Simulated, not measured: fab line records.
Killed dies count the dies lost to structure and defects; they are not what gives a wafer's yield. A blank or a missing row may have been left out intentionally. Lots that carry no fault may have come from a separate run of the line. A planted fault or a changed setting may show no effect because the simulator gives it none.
Matching of chambers	flow sky130	cmp-01 running SKY_VIA3_CMP_02: 4 sister chambers
The step polishes SiO2. 4 wafers are shown with their chamber, then 12 later ones without.

WAFERS WITH THEIR CHAMBER
wafer	chamber	motor_current_A (A)
L087.1	0	12.7
L087.3	1	13.5
L087.5	2	11.8
L087.6	3	11.0

WAFERS WITH NO CHAMBER GIVEN
wafer	motor_current_A (A)
L094.4	11.0
L094.5	14.5
L094.6	13.3
L097.2	13.3
L097.4	13.2
L097.6	14.1
L096.2	10.6
L096.4	11.9
L096.5	12.1
L096.1	13.6
L096.3	13.2
L096.6	11.2

THE CHAMBER EACH PASSED THROUGH
wafer	from the rows above	in truth
L094.4	can't be placed: 3 or 2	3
L094.5	can't be placed: 1 or 0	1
L094.6	can't be placed: 1 or 0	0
L097.2	can't be placed: 1 or 0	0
L097.4	can't be placed: 1 or 0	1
L097.6	can't be placed: 1 or 0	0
L096.2	can't be placed: 3 or 2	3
L096.4	can't be placed: 2 or 0 or 3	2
L096.5	can't be placed: 2 or 0 or 3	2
L096.1	can't be placed: 1 or 0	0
L096.3	can't be placed: 1 or 0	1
L096.6	can't be placed: 3 or 2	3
0 of 12 placed correctly. These rows do not allow placing 12 (true chamber among the candidates in 12). Placed wrongly: 0.
How it was worked out, from the rows above alone: a wafer's distance from a chamber is the root of the sum, over the readings, of the square of ((its reading less the chamber's mean) divided by the reading's scatter). If the next closest chamber is less than 2 further off than the closest, the wafer can't be placed; otherwise it belongs to the closest. Each chamber's mean is taken over the wafers shown for it. The scatter: root of mean squared gap, hidden wafer to nearest shown wafer, with one shown wafer a chamber.
